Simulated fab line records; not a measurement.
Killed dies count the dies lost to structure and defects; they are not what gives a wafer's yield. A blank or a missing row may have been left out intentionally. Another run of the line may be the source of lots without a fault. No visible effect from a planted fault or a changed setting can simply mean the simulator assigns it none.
One fault seen from 2 desks -- flow sky130 -- only its own numbers are on each desk; what lay behind them is given at the end

## AT THE METROLOGY DESK
What the gauges read, lot by lot, whatever tool the lot ran on: means of the sampled wafers that have a number. Any lot whose mean is over 4 standard deviations away from the usual mean is out of limits and marked OUT; that distance is given in the brackets.
Columns: A = VIA3_W_RS at SKY_VIA3_RS_MEAS_22, usual 0.296 ohm/sq; B = VIA3_W_THK at SKY_VIA3_THK_MEAS_23, usual 392 nm; C = CAP2M_CVD_00_THK at SKY_CAP2M_THK_MEAS_01, usual 15.60 nm; D = CAP2M_TIN_RS at SKY_CAP2M_RS_MEAS_03, usual 6.87 ohm/sq; E = CAP2M_TIN_THK at SKY_CAP2M_THK_MEAS_04, usual 198.5 nm; F = CAP2M_OVL at SKY_CAP2M_OVL_MEAS_12, usual -0.5 nm
lot,first seen here,A,B,C,D,E,F
L298,day 39 15:29,0.291,395,15.67,6.90,195.6,-1.0
L302,day 41 11:34,0.297,394,15.45,6.88,197.3,-1.6
L304,day 42 03:16,0.294,397,15.54,6.77,201.4,0.3
L309,day 43 08:03,0.298,390,15.51,6.89,199.7,-0.3
L310,day 43 09:03,0.299,383,15.71,6.98,194.3,1.1
L317,day 45 01:38,0.299,394,15.58,6.78,201.5,-1.7
This desk's finding: nothing out of limits on any of the 6 lots.

## AT THE TOOL OWNER'S DESK: pvd-sputter-03
At SKY_METAL4_SPUTTER_01 (material TiN, target thk 20 nm, time 16.7 s) the tool's own readings: per lot run on this tool, the mean of the sampled wafers that have a number. Any lot whose mean is over 4 standard deviations away from the usual mean is out of limits and marked OUT; that distance is given in the brackets.
Columns: A = throttle-valve-pct at SKY_METAL4_SPUTTER_01, usual 30.9 %
lot,first seen here,A
L298,day 39 15:59,31.3
L309,day 43 09:20,31.6
L310,day 43 10:14,31.5
This desk's finding: nothing out of limits on any of the 3 lots.

## BROUGHT TOGETHER
Metrology desk: nothing out of limits seen.
Nothing out of limits was seen by the tool owner's desk.

## WHAT THE SIMULATOR PUT IN
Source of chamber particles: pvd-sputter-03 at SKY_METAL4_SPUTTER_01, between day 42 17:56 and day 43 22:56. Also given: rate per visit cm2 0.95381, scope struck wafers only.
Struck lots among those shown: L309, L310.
